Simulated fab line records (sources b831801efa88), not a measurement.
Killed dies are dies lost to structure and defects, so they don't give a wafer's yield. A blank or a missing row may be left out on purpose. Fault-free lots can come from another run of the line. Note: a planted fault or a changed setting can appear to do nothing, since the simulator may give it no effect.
One fault seen from 2 desks || flow gf180mcu || every desk sees just its own numbers, and what lay behind them comes last

## FROM THE METROLOGY DESK
What the gauges read for every lot (on any tool): the sampled wafers with a number, averaged. If a lot's mean is further than 4 standard deviations from the usual mean, the lot is out of limits and carries the mark OUT (the distance appears in the brackets).
Columns: A = HV_LDD_2_TW at GF_HV_LDD_TW_MEAS_23, usual 1049; B = cdNm at GF_HV_LDD_CD_MEAS_31, usual 399.6 nm; C = HV_LDD_02_OVL at GF_HV_LDD_OVL_MEAS_32, usual -0.1 nm
{"lot": "L474", "first seen here": "day 12 12:03", "A": 1048, "B": 396.8, "C": -2.9}
{"lot": "L480", "first seen here": "day 14 19:54", "A": 1063, "B": 393.5, "C": -0.3}
{"lot": "L485", "first seen here": "day 16 06:38", "A": 1055, "B": 401.5, "C": 0.5}
{"lot": "L487", "first seen here": "day 16 18:50", "A": 1056, "B": 399.3, "C": 2.3}
{"lot": "L488", "first seen here": "day 17 02:56", "A": 1050, "B": 401.6, "C": 0.8}
{"lot": "L489", "first seen here": "day 17 09:38", "A": 1064, "B": 400.5, "C": -0.1}
Result from this desk: across the 6 lots, nothing is out of limits.

## AT THE TOOL OWNER'S DESK: implanter-02
For each lot that ran on this tool, the mean over its sampled wafers that have a number, from the tool's own readings at GF_HV_LDD_IMPLANT_33. If a lot's mean is further than 4 standard deviations from the usual mean, the lot is out of limits and carries the mark OUT (the distance appears in the brackets).
Columns: A = doseIonsCm2 at GF_HV_LDD_IMPLANT_33, usual 7.5e+12; B = faradayCurrentUA at GF_HV_LDD_IMPLANT_33, usual 42.2
{"lot": "L480", "first seen here": "day 15 16:38", "A": 7.5e+12, "B": 42.0}
{"lot": "L485", "first seen here": "day 17 04:22", "A": "8.4e+12 (+99 or more) OUT", "B": "48.0 (+7.3) OUT"}
{"lot": "L489", "first seen here": "day 18 08:42", "A": "8.5e+12 (+99 or more) OUT", "B": "47.4 (+6.6) OUT"}
This desk's verdict: out of limits on L485, L489, starting with L485 at day 17 04:22 (doseIonsCm2 at GF_HV_LDD_IMPLANT_33). In limits: L480.

## BROUGHT TOGETHER
At day 17 04:22, on L485, L489, the tool owner's desk was in a position to raise an alarm.
At the metrology desk, nothing out of limits was observed.
The metrology desk has L485, L489 on record, within its limits.
GF_HV_LDD_IMPLANT_33 was run on implanter-02 by each of the lots named.

## WHAT THE SIMULATOR HAD INSERTED
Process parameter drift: implanter-02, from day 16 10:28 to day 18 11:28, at GF_HV_LDD_IMPLANT_33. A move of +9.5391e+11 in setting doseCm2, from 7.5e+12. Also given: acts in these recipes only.
Lots struck among those shown: L485, L489.
How many hours passed from the start of the fault until each desk's first out-of-limits reading: the tool owner's desk, 18.
